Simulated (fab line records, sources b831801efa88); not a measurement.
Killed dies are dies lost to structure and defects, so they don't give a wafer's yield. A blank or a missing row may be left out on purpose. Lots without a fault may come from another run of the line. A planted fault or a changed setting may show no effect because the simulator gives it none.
Split-lot experiment | flow gf180mcu | 5 lots, 23 wafers read, on a route of 602 steps

THE SPLIT
At GF_SAB_ETCH_11 (etches SiO2 in C4F8/O2/Ar, target depth 55 nm, time 8.5 s), the setting time_s was moved away from the recipe's 8.5 s on 5 of the 23 wafers read, by -7.7% to +13.0%. The other wafers ran this setting at the recipe's value.

The reading is taken at the split's own step.

THE READING
SAB.feature_depth_nm (the simulator's own value, which no gauge read), in nm, at GF_SAB_ETCH_11 (etches SiO2 in C4F8/O2/Ar, target depth 55 nm, time 8.5 s). The file gives no usual value for it. The 18 wafers here that ran the recipe average 55.43 nm, standard deviation 0.62 nm.

wafer  | tool, chamber at the split | time_s as run, s | against the recipe | SAB.feature_depth_nm, nm | against lot-mates on the recipe
L075.1 | rie_diel-03, 3             | 8.5              | recipe             | 55.22                    | -
L075.2 | rie_diel-03, 1             | 8.5              | recipe             | 55.2                     | -
L075.3 | rie_diel-03, 2             | 8.5              | recipe             | 56.01                    | -
L075.5 | rie_diel-03, 3             | 8.5              | recipe             | 54.79                    | -
L075.6 | rie_diel-03, 2             | 8.5              | recipe             | 55.41                    | -
L077.1 | rie_diel-01, 3             | 8.5              | recipe             | 55.2                     | -
L077.2 | rie_diel-01, 2             | 8.5              | recipe             | 54.54                    | -
L077.4 | rie_diel-01, 1             | 8.5              | recipe             | 55.51                    | -
L077.5 | rie_diel-01, 2             | 8.5              | recipe             | 54.56                    | -
L077.6 | rie_diel-01, 1             | 8.5              | recipe             | 55.72                    | -
L076.1 | rie_diel-03, 2             | 8.5              | recipe             | 55.64                    | -
L076.2 | rie_diel-03, 0             | 9.608            | +13.0%             | 61.06                    | +5.91
L076.3 | rie_diel-03, 3             | 8.5              | recipe             | 54.86                    | -
L076.4 | rie_diel-03, 1             | 9.608            | +13.0%             | 62.68                    | +7.53
L076.5 | rie_diel-03, 0             | 8.5              | recipe             | 54.95                    | -
L082.1 | rie_diel-01, 0             | 8.5              | recipe             | 55.47                    | -
L082.2 | rie_diel-01, 1             | 8.5              | recipe             | 56.8                     | -
L082.5 | rie_diel-01, 1             | 8.5              | recipe             | 56.77                    | -
L084.1 | rie_diel-04, 0             | 8.5              | recipe             | 55.53                    | -
L084.2 | rie_diel-04, 1             | 7.842            | -7.7%              | 51.11                    | -4.48
L084.3 | rie_diel-04, 2             | 8.5              | recipe             | 55.64                    | -
L084.5 | rie_diel-04, 1             | 7.842            | -7.7%              | 50.61                    | -4.98
L084.6 | rie_diel-04, 0             | 7.842            | -7.7%              | 50.85                    | -4.73

THE FIT
A straight line over all 23 wafers: SAB.feature_depth_nm changes by +0.528 nm for each +1% of time_s; r = +0.97; the points scatter about the line by 0.66 nm.
The same after taking each lot's own level away (the mean of its wafers on the recipe; 23 wafers): +0.549 nm for each +1%; r = +0.98; scatter 0.52 nm.
On that fit, the largest move of time_s shifts the reading by 7.2 nm.
The lots' own levels span 55.106 to 56.347 nm, that is 2.0 times the standard deviation above.
So the lot-to-lot level changes the slope little: the two slopes agree.
Check: with one of the wafers moved furthest among these (+13.0%) left out of the fit, the line predicts +7.71 nm for it against its lot-mates. It came out at +5.91 nm against them.

THE FILE'S OWN FIT
SAB.feature_depth_nm changes by +0.54 nm for each +1% of time_s, r = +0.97.
